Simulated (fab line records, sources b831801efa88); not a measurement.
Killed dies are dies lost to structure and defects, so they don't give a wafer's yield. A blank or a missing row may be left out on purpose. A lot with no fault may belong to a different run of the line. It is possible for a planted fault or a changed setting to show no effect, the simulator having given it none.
fab line records	flow sky130
record lots=6	wafers=18	last-day=50
route steps=708 shown POLY_CUT@314 SD_P@320 PAD_OPEN@708
lots that met no fault: taken from a fault-free run of the same line
start-h: hours from the record's opening day to when the first of the lot's shown wafers began	wait-h: hours elapsed since this lot's preceding step	" identical to the entry in the row above	L1.1+2: a single row standing in for several wafers	- no value present, or no start provided	* or withheld: withheld	< > ~ a bound
route shown NAME@n: a module of which the file shows steps, and the number in the route of the first	usual: mean/standard deviation taken from wafers without a fault	same: alike in all rows	chamber/n: place in a boat	sites: each site's reading	_std_site: the values' standard deviation	_edge_site: mean of outer sites minus mean of inner sites	radius-mm: how far each site lies from the wafer's centre	mask NAME#n: copy n	behind: the last tool/chamber to shape the wafer	hold: why the lot was held/for how many hours/how that ended	device: which transistor (n, p or np) failed to switch	end of line: the route-end tests of the same wafers	a step given without rows: its recipe and nothing more	killed: at the first sort, the dies lost to defects and structure; wafer yield is something else	map: per-die view of a wafer (x killed, . not killed, _ where there is no die)
set.NAME: the setting as run; set.NAME@STEP: as run at that earlier step	model.NAME: the simulator's own value behind a step, which no gauge read
certain route steps with their lots: each step a table, each wafer a row
services: the hour from which a tool's chamber was out of use, counted from the record's first day as start-h (under 0 if before that day), plus the number of hours and why
## steps
# step SKY_POLY_CUT_DEVELOP_07
# recipe develop-time-s=60	resist=KrF-thick	dev-temp-c=21
# step SKY_POLY_CUT_CD_MEAS_08
# recipe target-cd-nm=270
# usual cd-nm=270.0/1.4
lot.wafer	tool	chamber	start-h	wait-h	cd-nm
L468.3	cd-sem-01	-	551.47	-	271.3
L468.4	"	-	"	"	270.8
L468.5	"	-	"	"	271.4
L473.1	cd-sem-01	-	605.92	-	271.7
L473.4	"	-	"	"	272.2
L473.6	"	-	"	"	273.8
L482.1	cd-sem-01	-	676.32	-	271.4
L482.3	"	-	"	"	270.8
L482.6	"	-	"	"	271.8
L484.3	cd-sem-01	-	695.08	-	269.0
L484.5	"	-	"	"	269.4
L484.6	"	-	"	"	268.0
L485.2	cd-sem-02	-	697.26	-	270.8
L485.4	"	-	"	"	269.7
L485.6	"	-	"	"	271.6
L488.4	cd-sem-02	-	738.66	-	269.1
L488.5	"	-	"	"	270.0
L488.6	"	-	"	"	269.0
# step SKY_POLY_CUT_OVL_MEAS_09
# usual POLY_CUT_OVL=0/5.5
lot.wafer	tool	chamber	start-h	wait-h	POLY_CUT_OVL[nm]
L468.3	overlay-01	-	551.56	0.1	-8
L468.4	"	-	"	"	-2
L468.5	"	-	"	"	-8
L473.1	overlay-02	-	606.04	0.1	0
L473.4	"	-	"	"	2
L473.6	"	-	"	"	0
L482.1	overlay-01	-	676.44	0.1	-1
L482.3	"	-	"	"	-1
L482.6	"	-	"	"	6
L484.3	overlay-01	-	695.17	0.1	0
L484.5	"	-	"	"	3
L484.6	"	-	"	"	-1
L485.2	overlay-02	-	697.37	0.1	4
L485.4	"	-	"	"	1
L485.6	"	-	"	"	1
L488.4	overlay-02	-	738.74	0.1	9
L488.5	"	-	"	"	9
L488.6	"	-	"	"	5
# step SKY_POLY_CUT_ETCH_10
# recipe chemistry=N2/H2	target=BARC	ion-energy-ev=200	source-w=500	bias-w=100	pressure-mtorr=30	n2-flow-sccm=100	h2-flow-sccm=200	stop-on=SiO2	time-s=45.9	target-depth-a=600
# usual drypump-motor-current-A=5.6/0.43	oes-product-au=0.855/0.0049	rf-fwd-power-W=494.8/2.4	throttle-valve-pct=13.226/0.0092
lot.wafer	tool	chamber	start-h	wait-h	drypump-motor-current-A	oes-product-au	rf-fwd-power-W	rf-hours-counter-h	throttle-valve-pct
L468.3	rie-diel-04	2	551.59	0.0	5.7	0.857	492.2	3	13.217
L468.4	"	1	"	"	5.6	0.857	493.8	66	13.225
L468.5	"	1	"	"	5.6	0.858	493.5	-	13.225
L473.1	rie-diel-03	2	606.08	0.0	5.7	0.857	497.1	62	13.218
L473.4	"	0	"	"	5.3	0.855	490.1	-	13.231
L473.6	"	3	"	"	5.5	0.851	492.2	-	13.231
L482.1	rie-diel-02	3	676.48	0.0	4.8	0.860	494.8	14	13.225
L482.3	"	2	"	"	5.9	0.854	495.3	12	13.228
L482.6	"	2	"	"	5.9	0.857	497.3	-	13.229
L484.3	rie-diel-03	2	695.20	0.0	5.7	0.852	497.6	1	13.242
L484.5	"	3	"	"	5.5	0.857	495.2	-	13.225
L484.6	"	0	"	"	5.4	0.858	495.0	-	13.238
L485.2	rie-diel-04	2	697.40	0.0	5.7	0.859	495.6	6	13.228
L485.4	"	3	"	"	5.3	0.859	496.6	52	13.224
L485.6	"	3	"	"	5.3	0.863	498.6	-	13.227
L488.4	rie-diel-03	0	738.75	0.0	5.3	0.846	490.6	16	13.235
L488.5	"	3	"	"	5.5	0.854	492.6	-	13.227
L488.6	"	0	"	"	5.4	0.861	492.0	-	13.220
# step SKY_POLY_CUT_ETCH_11
# recipe target=Si3N4	chemistry=CF4/CH2F2/Ar	stop-on=poly-Si	source-w=600	bias-w=150	pressure-mtorr=40	cf4-flow-sccm=40	ch2f2-flow-sccm=20	Ar_flow_sccm=150	time-s=42.5	target-depth-a=600
# usual drypump-motor-current-A=5.6/0.43	mfc-ar-sccm=150.0/0.5	oes-product-au=0.828/0.0059	rf-fwd-power-W=593.2/2.9	throttle-valve-pct=14.994/0.0096
lot.wafer	tool	chamber	start-h	wait-h	drypump-motor-current-A	mfc-ar-sccm	oes-product-au	rf-fwd-power-W	rf-hours-counter-h	throttle-valve-pct
L468.3	rie-diel-04	2	551.63	0.0	5.7	150.9	0.827	587.9	3	14.992
L468.4	"	1	"	"	5.7	150.2	0.829	592.0	66	14.991
L468.5	"	1	"	"	5.6	150.4	0.826	591.3	-	14.987
L473.1	rie-diel-03	2	606.12	0.0	5.7	150.1	0.829	597.2	62	14.995
L473.4	"	0	"	"	5.4	150.4	0.828	592.4	-	14.988
L473.6	"	3	"	"	5.5	149.8	0.824	591.1	-	14.990
L482.1	rie-diel-02	3	676.52	0.0	4.9	150.0	0.834	594.0	14	14.999
L482.3	"	2	"	"	5.9	150.1	0.841	595.2	12	15.000
L482.6	"	2	"	"	5.8	150.4	0.831	595.5	-	14.985
L484.3	rie-diel-03	2	695.24	0.0	5.7	149.8	0.819	594.5	1	14.988
L484.5	"	3	"	"	5.5	151.2	0.825	593.0	-	15.007
L484.6	"	0	"	"	5.4	148.9	0.831	589.4	-	14.997
L485.2	rie-diel-04	2	697.44	0.0	5.7	149.6	0.836	589.4	6	15.002
L485.4	"	3	"	"	5.3	149.6	0.834	592.1	52	14.991
L485.6	"	3	"	"	5.3	148.7	0.831	594.8	-	14.996
L488.4	rie-diel-03	0	738.80	0.0	5.3	149.9	0.827	590.4	16	15.007
L488.5	"	3	"	"	5.5	149.9	0.821	594.5	-	14.988
L488.6	"	0	"	"	5.4	150.1	0.826	588.2	-	14.992
# step SKY_POLY_CUT_STRIP_12
# recipe chemistry=O2/N2	power-w=1400	pressure-mtorr=1500	platen-temp-c=withheld	o2-flow-sccm=3000	n2-flow-sccm=300	overash-fraction=0.5
# usual drypump-motor-current-A=5.83/0.12	oes-product-au=0.453/0.0044	strip-time-to-endpoint-s=5.364/0.016
lot.wafer	tool	chamber	start-h	wait-h	drypump-motor-current-A	oes-product-au	rf-hours-counter-h	strip-time-to-endpoint-s
L468.3	plasma-asher-04	1	551.70	0.1	5.92	0.449	-	5.334
L468.4	"	0	"	"	5.91	0.450	-	5.347
L468.5	"	1	"	"	5.90	0.450	-	5.348
L473.1	plasma-asher-04	0	606.16	0.0	5.91	0.458	47	5.353
L473.4	"	0	"	"	5.93	0.458	-	5.348
L473.6	"	1	"	"	5.94	0.449	-	5.369
L482.1	plasma-asher-04	0	676.56	0.0	5.90	0.453	54	5.370
L482.3	"	0	"	"	5.92	0.450	-	5.392
L482.6	"	0	"	"	5.91	0.454	-	5.379
L484.3	plasma-asher-02	0	695.31	0.1	5.70	0.448	-	5.354
L484.5	"	1	"	"	5.88	0.451	-	5.366
L484.6	"	0	"	"	5.68	0.455	-	5.369
L485.2	plasma-asher-02	1	697.48	0.0	5.92	0.451	102	5.381
L485.4	"	0	"	"	5.70	0.452	-	5.404
L485.6	"	1	"	"	5.90	0.457	-	5.387
L488.4	plasma-asher-04	1	738.87	0.1	5.89	0.447	-	5.361
L488.5	"	1	"	"	5.95	0.459	-	5.369
L488.6	"	0	"	"	5.92	0.453	-	5.376
# step SKY_SD_P_DEHYDRATE_00
# recipe temp-c=200	time-s=60
# step SKY_SD_P_HMDS_01
# recipe prime-time-s=60	prime-temp-c=120
# step SKY_SD_P_COAT_02
# recipe resist=NOVOLAK	spin-rpm=3000	resist-thk-nm=1140
# step SKY_SD_P_SOFTBAKE_03
# recipe temp-c=90	time-s=60	resist=NOVOLAK
# step SKY_SD_P_EXPOSE_04
# recipe mask-id=PSDM	na=0.6	source-shape=conventional	sigma-outer=0.6	polarization=unpolarized	target-cd-nm=380	dose-mj=138
# step SKY_SD_P_PEB_05
# recipe temp-c=withheld	time-s=*	resist=NOVOLAK
# step SKY_SD_P_DEVELOP_06
# recipe resist=NOVOLAK	developer=TMAH	develop-time-s=60	dev-temp-c=23
lot.wafer	tool	chamber	start-h	wait-h
L468.3+4+5	litho-track-01	0	580.60	0.1
L473.1+4+6	litho-track-03	0	634.92	0.1
L482.1+3+6	litho-track-01	0	702.95	0.1
L484.3+5+6	litho-track-03	0	722.32	0.1
L485.2+4+6	litho-track-01	0	724.32	0.1
L488.4+5+6	litho-track-03	0	766.00	0.1
# step SKY_SD_P_CD_MEAS_07
# recipe target-cd-nm=380
# usual cd-nm=379.2/2.3
lot.wafer	tool	chamber	start-h	wait-h	cd-nm
L468.3	cd-sem-02	-	580.74	0.1	380.9
L468.4	"	-	"	"	381.4
L468.5	"	-	"	"	383.0
L473.1	cd-sem-01	-	635.07	0.1	378.6
L473.4	"	-	"	"	377.4
L473.6	"	-	"	"	377.4
L482.1	cd-sem-02	-	703.10	0.1	267.1
L482.3	"	-	"	"	266.8
L482.6	"	-	"	"	263.7
L484.3	cd-sem-01	-	722.46	0.1	380.5
L484.5	"	-	"	"	380.2
L484.6	"	-	"	"	379.9
L485.2	cd-sem-01	-	724.47	0.1	285.5
L485.4	"	-	"	"	286.0
L485.6	"	-	"	"	285.1
L488.4	cd-sem-01	-	766.13	0.1	376.2
L488.5	"	-	"	"	378.4
L488.6	"	-	"	"	376.7
# step SKY_SD_P_OVL_MEAS_08
# usual SD_P_OVL=-0.1/1.4
lot.wafer	tool	chamber	start-h	wait-h	SD_P_OVL[nm]
L468.3	overlay-01	-	580.83	0.1	-0.5
L468.4	"	-	"	"	1.6
L468.5	"	-	"	"	0.5
L473.1	overlay-01	-	635.19	0.1	1.0
L473.4	"	-	"	"	2.9
L473.6	"	-	"	"	1.0
L482.1	overlay-02	-	703.22	0.1	-1.1
L482.3	"	-	"	"	-0.9
L482.6	"	-	"	"	-1.7
L484.3	overlay-01	-	722.55	0.1	-0.9
L484.5	"	-	"	"	-0.1
L484.6	"	-	"	"	-0.7
L485.2	overlay-02	-	724.57	0.1	3.8
L485.4	"	-	"	"	3.0
L485.6	"	-	"	"	2.4
L488.4	overlay-01	-	766.21	0.1	-1.7
L488.5	"	-	"	"	-0.8
L488.6	"	-	"	"	0.2
# step SKY_PAD_OPEN_PROBE_99
# usual killed_at_M0_to_M3=43/7.7	killed_at_M4_up=2.9/1.9	killed-at-contacts=24/5.9	killed-at-front-end=16/5.1	killed-at-other=0.3/0.63	killed-dies=86/10	killed-open=47/7.6	killed-short=39/6.8
# same gross-dies=492	killed-at-back-side=0
lot.wafer	tool	chamber	start-h	wait-h	killed_at_M0_to_M3	killed_at_M4_up	killed-at-contacts	killed-at-front-end	killed-at-other	killed-dies	killed-open	killed-short
L473.1	prober-01	-	1103.80	0.1	43	10	22	24	1	100	57	42
L473.4	prober-01	-	1103.95	0.2	45	3	25	19	0	92	50	42
L473.6	prober-01	-	1104.05	0.2	55	2	30	15	0	102	50	52
L485.2	prober-01	-	1168.59	0.1	41	4	17	10	2	74	36	37
L485.4	prober-01	-	1168.69	0.2	32	2	25	19	2	80	49	31
L485.6	prober-01	-	1168.79	0.2	42	1	27	13	1	84	45	38
# killed by level:class
L473.1 CONTACT:geometric-particle:open=12 VIA1:geometric-particle:open=10 METAL2:geometric-particle:short=10 LI_CONTACT:geometric-particle:open=7 FIELD_ISO:geometric-particle:open=6 VIA1:geometric-particle:short=6 METAL4:geometric-particle:short=6 VIA2:geometric-particle:open=5
L473.4 VIA1:geometric-particle:open=13 CONTACT:geometric-particle:open=10 METAL1:geometric-particle:short=6 VIA2:geometric-particle:open=6 LI_CONTACT:geometric-particle:open=5 FIELD_ISO:geometric-particle:short=4 SPACER:geometric-particle:open=4 LI_CONTACT:geometric-particle:short=4
L473.6 LI_CONTACT:geometric-particle:open=12 VIA3:geometric-particle:open=10 CONTACT:geometric-particle:open=9 POLY_GATE:geometric-particle:short=8 METAL1:geometric-particle:short=8 METAL2:geometric-particle:short=8 VIA2:geometric-particle:open=8 VIA2:geometric-particle:short=8
L485.2 VIA1:geometric-particle:open=10 METAL1:geometric-particle:short=7 VIA3:geometric-particle:open=6 FIELD_ISO:geometric-particle:open=5 METAL3:geometric-particle:short=4 CONTACT:geometric-particle:open=4 VIA2:geometric-particle:open=4 METAL4:geometric-particle:short=4
L485.4 CONTACT:geometric-particle:open=10 VIA2:geometric-particle:open=8 VIA1:geometric-particle:open=6 FIELD_ISO:geometric-particle:short=5 POLY_GATE:geometric-particle:open=5 VIA3:geometric-particle:open=5 FIELD_ISO:geometric-particle:open=4 LOCAL_INTERCONNECT:geometric-particle:open=4
L485.6 CONTACT:geometric-particle:open=13 VIA1:geometric-particle:open=12 VIA1:geometric-particle:short=6 CONTACT:geometric-particle:short=5 VIA2:geometric-particle:open=5 VIA3:geometric-particle:open=5 FIELD_ISO:geometric-particle:open=4 POLY_GATE:geometric-particle:short=4
## services
tool	chamber	start-h	hours	kind
plasma-asher-04	-	538.11	0.7	repair
plasma-asher-02	-	553.83	4.9	pm
plasma-asher-04	-	567.41	3.6	repair
rie-diel-04	0	572.51	9.0	repair
rie-diel-03	0	578.13	7.9	repair
rie-diel-03	2	583.50	4.7	repair
rie-diel-03	1	588.18	-	clean
rie-diel-03	1	588.18	24.5	scheduled-down
rie-diel-03	1	588.18	24.5	vent-cycle
plasma-asher-02	-	589.34	9.6	repair
rie-diel-04	2	605.57	3.3	repair
rie-diel-02	2	619.93	5.2	repair
rie-diel-03	2	636.01	-	clean
rie-diel-03	-	636.85	4.0	pm
rie-diel-03	3	644.03	9.4	repair
rie-diel-02	0	664.48	3.8	repair
rie-diel-02	1	669.59	4.2	repair
plasma-asher-04	-	673.12	2.3	repair
rie-diel-04	1	673.40	7.2	repair
rie-diel-02	-	716.69	28.1	pm
rie-diel-04	0	716.77	1.4	repair
rie-diel-04	1	717.31	18.1	repair
rie-diel-04	-	730.03	22.2	repair
plasma-asher-02	-	733.75	9.0	pm
## key
first-sign step=SKY_SD_P_CD_MEAS_07	reading=cd-nm	direction=down	sigmas=45	usual=379.2	struck=275.7	through=control-loop
effect none on later readings
met-at SKY_SD_P_DEVELOP_06
struck-wafers L482.1,L482.3,L482.6,L485.2,L485.4,L485.6
tester-left-out L482,L485
loop-trim step=SKY_SD_P_EXPOSE_04	setting=dose	lots=L485
onset-between 580.60 702.95
fault kind=process-parameter-drift	tool=litho-track-01	chamber=-	onset-h=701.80	steps=SKY_SD_P_DEVELOP_06	channel=develop-time-s	offset=*	shape=step	end-h=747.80	acts-in=*	stated=*
# tester-left-out: of these lots the tester's yield and bins aren't shown, on N5 and GAA mostly nor the transistor test; their killed dies are dies lost to structure and defects alone, not to doping, threshold or leakage, so they don't give the yield
# loop-trim: a control loop set the setting to another value than it would have without faults
